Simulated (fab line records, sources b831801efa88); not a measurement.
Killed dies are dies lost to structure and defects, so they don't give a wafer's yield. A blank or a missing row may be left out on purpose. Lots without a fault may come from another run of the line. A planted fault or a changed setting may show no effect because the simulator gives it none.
fab line records | flow sky130
record lots=24 wafers=72 last_day=50
route steps=708 shown VT_ADJUST_NCORE@129 LDD_N@244 LDD_HVP@285 LI_CONTACT@364 CONTACT@406
lots that met no fault: from a run of the same line without faults
start_h: hours from the record's first day to the start of the lot's first wafer shown | wait_h: hours since the lot's step before | " the same as in the row above | L1.1+2: a row that stands for several wafers | - no value, or no start given | * or withheld: withheld | < > ~ a bound
route shown NAME@n: a module of which the file shows steps, and the number in the route of the first | usual: mean/standard deviation of fault-free wafers | same: alike in all rows | chamber/n: place in a boat | sites: the reading at each site | _std_site: their standard deviation | _edge_site: outer sites' mean less inner sites' | radius_mm: how far each site lies from the wafer's centre | mask NAME#n: copy n | behind: the tool/chamber that last shaped the wafer | hold: why the lot was held/for how many hours/how that ended | device: the transistor (n, p or np) that didn't switch | end of line: the same wafers' tests at the end of the route | a step without rows: its recipe alone | killed: dies lost to structure and defects at the first sort, not the wafer's yield | map: a wafer's dies, x killed, . not, _ none there
set.NAME: the setting as run; set.NAME@STEP: as run at that earlier step | model.NAME: the simulator's own value behind a step, which no gauge read
steps of the route over a sample of lots; a table a step, a row a wafer
services: from which hour (start_h, from the record's first day; less than 0 if before it) a tool's chamber was out of use, for how many hours, and why
## steps
# step SKY_VT_ADJUST_NCORE_STRIP_10
# recipe chemistry=O2/N2 power_w=1400 pressure_mtorr=1500 platen_temp_c=withheld o2_flow_sccm=3000 n2_flow_sccm=300 overash_fraction=0.5
# usual chamber_pressure_mTorr=1499.9/1.4 drypump_motor_current_A=5.3/0.32 oes_product_au=0.715/0.0051 strip_time_to_endpoint_s=14.27/0.039
# columns lot.wafer tool chamber start_h wait_h chamber_pressure_mTorr drypump_motor_current_A oes_product_au rf_hours_counter_h strip_time_to_endpoint_s
L074.3 plasma_asher-03 0 183.43 0.1 1501.2 4.8 0.710 - 14.27
L074.4 " 1 " " 1499.7 5.5 0.710 - 14.28
L074.5 " 0 " " 1500.8 4.8 0.710 - 14.30
L075.3 plasma_asher-04 0 187.83 0.1 1499.7 5.3 0.710 - 14.32
L075.4 " 1 " " 1498.2 5.6 0.719 - 14.35
L075.6 " 0 " " 1500.3 5.3 0.711 - 14.30
L076.1 plasma_asher-04 1 194.24 0.1 1502.6 5.6 0.719 52 14.28
L076.3 " 0 " " 1499.3 5.3 0.720 - 14.25
L076.6 " 0 " " 1500.0 5.3 0.717 - 14.22
L077.1 plasma_asher-03 0 212.31 0.1 1498.2 4.8 0.714 53 14.28
L077.3 " 0 " " 1499.8 4.8 0.729 - 14.29
L077.5 " 0 " " 1499.8 4.8 0.731 - 14.32
L078.1 plasma_asher-03 1 222.69 0.1 1500.5 5.5 0.717 54 14.29
L078.5 " 1 " " 1498.8 5.5 0.714 - 14.29
L078.6 " 0 " " 1500.5 4.8 0.724 - 14.26
L079.1 plasma_asher-04 0 227.71 0.1 1501.8 5.3 0.708 55 14.22
L079.5 " 1 " " 1497.5 5.6 0.705 - 14.22
L079.6 " 0 " " 1499.8 5.3 0.712 - 14.22
L080.1 plasma_asher-03 1 230.11 0.1 1502.5 5.5 0.707 55 14.26
L080.3 " 0 " " 1500.9 4.8 0.709 - 14.29
L080.6 " 0 " " 1498.8 4.8 0.712 - 14.26
L081.2 plasma_asher-03 1 237.74 0.1 1499.3 5.5 0.719 56 14.23
L081.4 " 0 " " 1498.2 4.8 0.715 - 14.29
L081.6 " 1 " " 1501.9 5.5 0.714 - 14.26
L082.1 plasma_asher-03 0 244.06 0.1 1500.0 4.8 0.722 56 14.26
L082.2 " 1 " " 1501.6 5.5 0.705 56 14.30
L082.3 " 0 " " 1499.7 4.8 0.719 - 14.28
L083.1 plasma_asher-04 0 255.29 0.1 1499.7 5.3 0.715 57 14.33
L083.3 " 0 " " 1500.7 5.3 0.721 - 14.34
L083.6 " 1 " " 1499.8 5.6 0.719 - 14.29
L084.2 plasma_asher-04 0 257.94 0.1 1500.8 5.3 0.716 58 14.26
L084.4 " 0 " " 1502.0 5.3 0.717 - 14.29
L084.5 " 1 " " 1498.2 5.6 0.720 - 14.26
L085.4 plasma_asher-03 0 259.58 0.1 1501.1 4.8 0.717 - 14.21
L085.5 " 1 " " 1499.1 5.5 0.715 - 14.23
L085.6 " 0 " " 1498.0 4.8 0.711 - 14.21
L086.3 plasma_asher-03 1 272.50 0.1 1499.7 5.5 0.718 - 14.23
L086.4 " 0 " " 1503.1 4.8 0.706 - 14.21
L086.6 " 1 " " 1498.2 5.5 0.711 - 14.22
L087.1 plasma_asher-03 1 276.61 0.1 1498.5 5.5 0.718 60 14.27
L087.4 " 0 " " 1500.2 4.8 0.721 - 14.30
L087.6 " 0 " " 1498.3 4.8 0.713 - 14.28
L088.1 plasma_asher-04 1 287.79 0.1 1498.8 5.6 0.723 61 14.19
L088.2 " 0 " " 1500.0 5.3 0.721 61 14.25
L088.3 " 0 " " 1500.2 5.3 0.717 - 14.19
L089.2 plasma_asher-01 0 293.60 0.1 1498.8 5.5 0.714 15 14.23
L089.4 " 1 " " 1500.7 5.2 0.713 - 14.22
L089.6 " 0 " " 1499.9 5.5 0.720 - 14.21
L090.1 plasma_asher-01 1 299.96 0.1 1502.4 5.2 0.713 16 14.27
L090.2 " 0 " " 1498.9 5.5 0.714 16 14.28
L090.4 " 1 " " 1500.7 5.2 0.714 - 14.28
L091.2 plasma_asher-03 1 309.72 0.1 1499.0 5.5 0.709 63 14.31
L091.3 " 1 " " 1499.7 5.5 0.725 - 14.26
L091.5 " 1 " " 1499.9 5.5 0.704 - 14.30
L092.1 plasma_asher-04 1 315.06 0.1 1500.0 5.6 0.716 63 14.27
L092.5 " 1 " " 1500.2 5.6 0.715 - 14.27
L092.6 " 0 " " 1503.1 5.3 0.717 - 14.28
L093.1 plasma_asher-03 1 316.65 0.1 1499.0 5.5 0.704 64 14.26
L093.4 " 0 " " 1500.3 4.8 0.716 - 14.30
L093.5 " 1 " " 1500.3 5.5 0.711 - 14.25
L094.2 plasma_asher-03 0 330.49 0.1 1496.6 4.8 0.719 65 14.20
L094.4 " 0 " " 1498.7 4.8 0.712 - 14.25
L094.5 " 1 " " 1499.5 5.5 0.719 - 14.23
L095.1 plasma_asher-01 0 338.26 0.1 1499.6 5.5 0.719 18 14.30
L095.3 " 0 " " 1502.4 5.5 0.717 - 14.33
L095.6 " 1 " " 1499.6 5.2 0.712 - 14.30
L096.3 plasma_asher-04 0 342.90 0.1 1499.2 5.3 0.712 - 14.31
L096.4 " 1 " " 1500.5 5.6 0.718 - 14.30
L096.6 " 0 " " 1502.4 5.3 0.720 - 14.28
L097.4 plasma_asher-03 0 347.65 0.1 1498.4 4.8 0.719 - 14.20
L097.5 " 1 " " 1499.1 5.5 0.718 - 14.23
L097.6 " 0 " " 1500.6 4.8 0.721 - 14.26
# step SKY_LDD_N_OVL_MEAS_07
# usual LDD_N_OVL=-0.3/1.6
# columns lot.wafer tool chamber start_h wait_h LDD_N_OVL[nm]
L074.3 overlay-01 - 403.65 0.1 -1.1
L074.4 " - " " -3.4
L074.5 " - " " -1.9
L075.3 overlay-02 - 407.40 0.1 3.4
L075.4 " - " " 1.5
L075.6 " - " " 1.9
L076.1 overlay-02 - 417.09 0.1 0.1
L076.3 " - " " 2.2
L076.6 " - " " 1.5
L077.1 overlay-01 - 438.59 0.1 1.2
L077.3 " - " " 4.0
L077.5 " - " " 1.7
L078.1 overlay-02 - 454.26 0.1 1.1
L078.5 " - " " 1.5
L078.6 " - " " 1.1
L079.1 overlay-01 - 460.31 0.1 -0.4
L079.5 " - " " -0.2
L079.6 " - " " 0.9
L080.1 overlay-02 - 466.41 0.1 -1.1
L080.3 " - " " 0.9
L080.6 " - " " -2.2
L081.2 overlay-01 - 477.56 0.1 -1.4
L081.4 " - " " 0.3
L081.6 " - " " -1.9
L082.1 overlay-01 - 489.51 0.1 -1.4
L082.2 " - " " -2.5
L082.3 " - " " -1.6
L083.1 overlay-01 - 500.99 0.1 0.7
L083.3 " - " " 0.3
L083.6 " - " " -0.1
L084.2 overlay-01 - 501.41 0.1 -2.1
L084.4 " - " " -2.9
L084.5 " - " " -3.3
L085.4 overlay-02 - 508.46 0.1 0.0
L085.5 " - " " -1.1
L085.6 " - " " 0.6
L086.3 overlay-02 - 515.95 0.1 -1.6
L086.4 " - " " -1.0
L086.6 " - " " -1.2
L087.1 overlay-01 - 518.99 0.1 0.4
L087.4 " - " " 0.8
L087.6 " - " " -0.2
L088.1 overlay-02 - 534.66 0.1 1.0
L088.2 " - " " 0.6
L088.3 " - " " 2.3
L089.2 overlay-02 - 537.34 0.1 1.3
L089.4 " - " " 0.0
L089.6 " - " " -0.7
L090.1 overlay-01 - 547.74 0.1 -0.5
L090.2 " - " " -1.2
L090.4 " - " " -0.1
L091.2 overlay-01 - 557.86 0.1 -0.4
L091.3 " - " " 0.3
L091.5 " - " " -1.3
L092.1 overlay-01 - 562.76 0.1 -1.1
L092.5 " - " " -0.6
L092.6 " - " " -1.2
L093.1 overlay-02 - 568.56 0.1 -0.6
L093.4 " - " " 0.1
L093.5 " - " " -1.3
L094.2 overlay-01 - 583.79 0.1 -1.0
L094.4 " - " " -1.9
L094.5 " - " " -1.9
L095.1 overlay-02 - 593.79 0.1 2.4
L095.3 " - " " 0.5
L095.6 " - " " 0.5
L096.3 overlay-02 - 597.95 0.1 -0.2
L096.4 " - " " -1.6
L096.6 " - " " -0.1
L097.4 overlay-02 - 609.22 0.1 -2.5
L097.5 " - " " -4.2
L097.6 " - " " -1.9
# step SKY_LDD_HVP_OVL_MEAS_07
# usual LDD_HVP_OVL=-0.1/1.5
# columns lot.wafer tool chamber start_h wait_h LDD_HVP_OVL[nm]
L074.3 overlay-01 - 496.40 0.1 3.2
L074.4 " - " " 1.6
L074.5 " - " " 2.1
L075.3 overlay-01 - 500.42 0.1 1.5
L075.4 " - " " -0.2
L075.6 " - " " -0.8
L076.1 overlay-02 - 510.46 0.1 -1.6
L076.3 " - " " 0.3
L076.6 " - " " 0.2
L077.1 overlay-02 - 532.95 0.1 -1.1
L077.3 " - " " -0.6
L077.5 " - " " -0.2
L078.1 overlay-01 - 546.84 0.1 -3.4
L078.5 " - " " -2.7
L078.6 " - " " -1.5
L079.1 overlay-01 - 552.94 0.1 -0.8
L079.5 " - " " 0.0
L079.6 " - " " 1.1
L080.1 overlay-01 - 558.75 0.1 0.6
L080.3 " - " " 1.3
L080.6 " - " " 0.5
L081.2 overlay-01 - 570.25 0.1 -2.1
L081.4 " - " " -0.5
L081.6 " - " " -1.7
L082.1 overlay-02 - 581.41 0.1 1.3
L082.2 " - " " 3.2
L082.3 " - " " 1.9
L083.1 overlay-02 - 592.26 0.1 -2.4
L083.3 " - " " 0.9
L083.6 " - " " 2.5
L084.2 overlay-01 - 593.55 0.1 -1.7
L084.4 " - " " -1.0
L084.5 " - " " -2.2
L085.4 overlay-02 - 600.12 0.1 -2.4
L085.5 " - " " -0.6
L085.6 " - " " -1.0
L086.3 overlay-02 - 607.61 0.1 -0.7
L086.4 " - " " -0.7
L086.6 " - " " -1.8
L087.1 overlay-02 - 610.59 0.1 -0.1
L087.4 " - " " -2.0
L087.6 " - " " 1.5
L088.1 overlay-02 - 626.46 0.1 0.4
L088.2 " - " " -0.7
L088.3 " - " " -1.1
L089.2 overlay-01 - 627.66 0.1 0.9
L089.4 " - " " 1.0
L089.6 " - " " 0.9
L090.1 overlay-02 - 637.15 0.1 -1.9
L090.2 " - " " 1.3
L090.4 " - " " 2.1
L091.2 overlay-01 - 645.76 0.1 1.2
L091.3 " - " " -1.7
L091.5 " - " " 1.0
L092.1 overlay-01 - 648.80 0.1 1.0
L092.5 " - " " 0.7
L092.6 " - " " 0.3
L093.1 overlay-02 - 654.79 0.1 -1.3
L093.4 " - " " -1.5
L093.5 " - " " -2.5
L094.2 overlay-02 - 671.10 0.1 0.1
L094.4 " - " " 2.9
L094.5 " - " " 0.5
L095.1 overlay-02 - 679.19 0.1 -0.9
L095.3 " - " " 2.4
L095.6 " - " " 0.1
L096.3 overlay-02 - 685.17 0.1 -1.3
L096.4 " - " " 0.0
L096.6 " - " " 0.4
L097.4 overlay-02 - 695.56 0.1 -2.2
L097.5 " - " " 2.9
L097.6 " - " " -0.2
# step SKY_LI_CONTACT_CMP_02
# recipe material=PSG down_force_psi=4 platen_rpm=60 pad_velocity_m_s=0.94248
# usual motor_current_A=12.4/1 time_to_endpoint_s=31.0/2.9
# columns lot.wafer tool chamber start_h wait_h motor_current_A time_to_endpoint_s
L074.4 cmp-02 3 648.52 0.1 12.7 34.8
L074.3 " 0 " " 12.0 37.0
L074.5 " 3 " " 12.3 39.1
L075.3 cmp-02 0 649.67 0.0 12.9 36.8
L075.4 " 3 " " 12.5 31.7
L075.6 " 0 " " 13.5 36.3
L076.3 cmp-02 0 662.69 0.1 12.6 38.2
L076.1 " 2 " " 13.6 31.7
L076.6 " 0 " " 13.0 35.6
L077.3 cmp-02 3 683.52 0.1 12.6 33.7
L077.1 " 0 " " 12.4 35.4
L077.5 " 1 " " 11.9 31.0
L078.1 cmp-02 3 699.62 0.1 12.7 33.7
L078.6 " 1 " " 11.5 32.5
L078.5 " 2 " " 13.5 31.5
L079.1 cmp-02 2 702.89 0.3 12.8 30.0
L079.6 " 0 " " 12.9 32.3
L079.5 " 1 " " 12.1 29.7
L080.1 cmp-02 1 706.34 0.1 12.3 29.4
L080.3 " 2 " " 13.3 32.8
L080.6 " 1 " " 11.7 31.8
L081.2 cmp-02 2 716.93 0.3 12.9 29.1
L081.4 " 1 " " 12.1 26.9
L081.6 " 3 " " 12.3 28.6
L082.2 cmp-01 1 728.97 0.0 12.0 34.2
L082.3 " 2 " " 13.9 31.7
L082.1 " 3 " " 10.3 34.3
L083.3 cmp-01 2 735.62 0.0 13.9 29.9
L083.1 " 1 " " 11.7 31.0
L083.6 " 3 " " 10.5 31.1
L084.2 cmp-02 2 739.27 0.1 14.5 29.8
L084.4 " 3 " " 11.7 29.5
L084.5 " 0 " " 12.4 36.2
L085.4 cmp-01 2 759.24 0.1 13.4 26.5
L085.6 " 1 " " 12.2 32.2
L085.5 " 2 " " 14.0 28.6
L087.4 cmp-01 1 759.49 0.0 12.1 27.9
L087.1 " 2 " " 13.7 26.5
L087.6 " 1 " " 11.9 28.4
L086.4 cmp-02 3 760.01 0.2 11.9 29.6
L086.3 " 2 " " 13.7 26.5
L086.6 " 3 " " 11.9 28.6
L088.3 cmp-01 2 768.17 0.0 13.9 25.9
L088.1 " 3 " " 10.8 32.6
L088.2 " 0 " " 12.0 27.2
L089.4 cmp-02 1 768.82 0.0 12.0 27.1
L089.2 " 2 " " 14.1 30.0
L089.6 " 2 " " 13.4 27.9
L090.2 cmp-01 2 776.99 0.1 14.1 31.0
L090.4 " 3 " " 10.2 30.8
L090.1 " 0 " " 12.3 32.3
L091.3 cmp-01 3 787.84 0.1 10.7 28.8
L091.2 " 1 " " 12.0 30.7
L091.5 " 3 " " 9.9 26.7
L092.1 cmp-01 1 791.37 0.1 11.4 31.0
L092.5 " 3 " " 10.4 27.9
L092.6 " 0 " " 12.8 28.4
L093.1 cmp-01 3 796.47 0.1 10.0 29.3
L093.4 " 0 " " 12.2 29.3
L093.5 " 2 " " 14.0 26.8
L094.2 cmp-02 2 811.97 0.1 13.8 32.6
L094.4 " 3 " " 12.0 30.5
L094.5 " 1 " " 12.1 30.2
L095.3 cmp-01 1 819.53 0.0 11.3 28.5
L095.1 " 0 " " 12.2 26.1
L095.6 " 1 " " 12.3 32.9
L096.3 cmp-02 1 824.98 0.1 12.2 31.4
L096.4 " 2 " " 13.1 31.0
L096.6 " 0 " " 12.6 35.0
L097.4 cmp-01 0 838.34 0.1 12.3 33.9
L097.6 " 2 " " 13.6 30.4
L097.5 " 3 " " 10.4 34.4
# step SKY_CONTACT_CVD_00
# recipe material=Si3N4 target_thk_nm=75 temp_c=400 time_s=withheld rf_w=450
# usual heater_power_w=701/70
# columns lot.wafer tool chamber start_h wait_h heater_power_w
L074.3 pecvd-04 0 706.60 0.0 737
L074.4 " 2 " " 712
L074.5 " 2 " " 691
L075.3 pecvd-03 2 709.03 0.0 752
L075.4 " 0 " " 676
L075.6 " 2 " " 747
L076.1 pecvd-04 2 720.97 0.0 587
L076.3 " 0 " " 751
L076.6 " 2 " " 615
L077.1 pecvd-04 1 740.98 0.0 644
L077.3 " 2 " " 676
L077.5 " 0 " " 826
L078.1 pecvd-04 1 757.92 0.0 658
L078.5 " 2 " " 677
L078.6 " 1 " " 641
L079.1 pecvd-04 1 760.25 0.0 610
L079.5 " 0 " " 745
L079.6 " 2 " " 638
L080.1 pecvd-02 2 763.62 0.0 588
L080.3 " 0 " " 796
L080.6 " 0 " " 802
L081.2 pecvd-04 1 774.88 0.0 717
L081.4 " 2 " " 620
L081.6 " 1 " " 728
L082.1 pecvd-04 2 785.86 0.0 620
L082.2 " 0 " " 672
L082.3 " 1 " " 626
L083.1 pecvd-03 0 792.32 0.0 773
L083.3 " 1 " " 733
L083.6 " 1 " " 756
L084.2 pecvd-04 2 795.10 0.0 597
L084.4 " 0 " " 834
L084.5 " 2 " " 593
L085.4 pecvd-02 2 814.68 0.0 513
L085.5 " 2 " " 516
L085.6 " 0 " " 691
L087.1 pecvd-03 2 815.31 0.0 639
L087.4 " 2 " " 667
L087.6 " 1 " " 807
L086.3 pecvd-04 0 816.44 0.0 822
L086.4 " 2 " " 692
L086.6 " 0 " " 837
L088.1 pecvd-03 0 824.00 0.0 728
L088.2 " 2 " " 751
L088.3 " 2 " " 736
L089.2 pecvd-02 2 825.60 0.0 587
L089.4 " 1 " " 736
L089.6 " 2 " " 593
L090.1 pecvd-04 2 832.20 0.0 671
L090.2 " 0 " " 689
L090.4 " 1 " " 653
L091.2 pecvd-03 2 842.82 0.0 718
L091.3 " 0 " " 734
L091.5 " 2 " " 726
L092.1 pecvd-04 2 847.36 0.0 696
L092.5 " 0 " " 769
L092.6 " 2 " " 692
L093.1 pecvd-03 2 851.20 0.0 770
L093.4 " 0 " " 652
L093.5 " 2 " " 780
L094.2 pecvd-04 2 866.85 0.0 614
L094.4 " 0 " " 808
L094.5 " 1 " " 665
L095.1 pecvd-03 1 873.62 0.0 676
L095.3 " 2 " " 805
L095.6 " 0 " " 774
L096.3 pecvd-02 1 880.00 0.0 613
L096.4 " 1 " " 625
L096.6 " 2 " " 637
L097.4 pecvd-04 2 891.88 0.0 715
L097.5 " 0 " " 807
L097.6 " 1 " " 668
# step SKY_CONTACT_BOW_MEAS_05
# recipe mode=bow
# usual CONTACT_BOW=83/6.6
# columns lot.wafer tool chamber start_h wait_h CONTACT_BOW[um]
L074.3 film_metro-03 - 707.28 0.3 76
L074.4 " - " " 76
L074.5 " - " " 81
L075.3 film_metro-01 - 709.60 0.3 96
L075.4 " - " " 92
L075.6 " - " " 89
L076.1 film_metro-03 - 721.50 0.2 74
L076.3 " - " " 86
L076.6 " - " " 89
L077.1 film_metro-01 - 741.50 0.1 81
L077.3 " - " " 74
L077.5 " - " " 76
L078.1 film_metro-03 - 758.44 0.2 81
L078.5 " - " " 75
L078.6 " - " " 80
L079.1 film_metro-01 - 760.78 0.2 95
L079.5 " - " " 84
L079.6 " - " " 70
L080.1 film_metro-03 - 764.29 0.1 91
L080.3 " - " " 88
L080.6 " - " " 69
L081.2 film_metro-02 - 775.42 0.3 84
L081.4 " - " " 82
L081.6 " - " " 83
L082.1 film_metro-03 - 786.38 0.2 71
L082.2 " - " " 75
L082.3 " - " " 70
L083.1 film_metro-01 - 792.84 0.2 82
L083.3 " - " " 86
L083.6 " - " " 83
L084.2 film_metro-03 - 795.64 0.2 87
L084.4 " - " " 85
L084.5 " - " " 82
L085.4 film_metro-02 - 815.59 0.4 75
L085.5 " - " " 78
L085.6 " - " " 86
L087.1 film_metro-02 - 815.95 0.2 75
L087.4 " - " " 91
L087.6 " - " " 76
L086.3 film_metro-02 - 817.00 0.2 81
L086.4 " - " " 92
L086.6 " - " " 86
L088.1 film_metro-01 - 824.54 0.1 80
L088.2 " - " " 89
L088.3 " - " " 76
L089.2 film_metro-02 - 826.14 0.3 84
L089.4 " - " " 83
L089.6 " - " " 87
L090.1 film_metro-03 - 832.72 0.2 86
L090.2 " - " " 88
L090.4 " - " " 82
L091.2 film_metro-01 - 843.62 0.3 81
L091.3 " - " " 85
L091.5 " - " " 79
L092.1 film_metro-03 - 847.88 0.1 89
L092.5 " - " " 92
L092.6 " - " " 88
L093.1 film_metro-02 - 851.72 0.1 95
L093.4 " - " " 77
L093.5 " - " " 83
L094.2 film_metro-02 - 867.39 0.3 76
L094.4 " - " " 79
L094.5 " - " " 83
L095.1 film_metro-02 - 874.14 0.1 84
L095.3 " - " " 90
L095.6 " - " " 93
L096.3 film_metro-01 - 880.56 0.3 89
L096.4 " - " " 82
L096.6 " - " " 85
L097.4 film_metro-03 - 892.45 0.2 71
L097.5 " - " " 76
L097.6 " - " " 76
## services
# columns tool chamber start_h hours kind
pecvd-04 - 214.24 6.0 pm
cmp-02 - 232.28 4.0 pm
cmp-02 - 252.83 1.3 repair
pecvd-04 - 253.77 0.6 repair
cmp-02 - 258.71 1.7 repair
pecvd-04 - 307.77 1.7 repair
cmp-02 - 312.00 0.4 repair
cmp-02 - 354.19 1.4 repair
pecvd-04 - 388.90 0.7 repair
plasma_asher-03 - 389.21 2.8 pm
plasma_asher-03 - 411.87 3.5 repair
plasma_asher-03 - 414.26 3.5 repair
plasma_asher-03 - 463.72 1.2 repair
cmp-02 - 479.60 6.2 pm
cmp-02 - 545.63 1.4 repair
pecvd-04 1 563.75 9.6 repair
cmp-02 - 572.37 4.0 pm
cmp-02 - 577.13 2.7 repair
cmp-02 - 627.21 9.7 pm
cmp-02 - 667.62 2.7 pm
cmp-02 - 693.43 2.3 repair
pecvd-04 1 695.27 13.0 repair
plasma_asher-03 - 718.22 13.1 repair
cmp-02 - 732.97 1.5 repair
## key
fault none
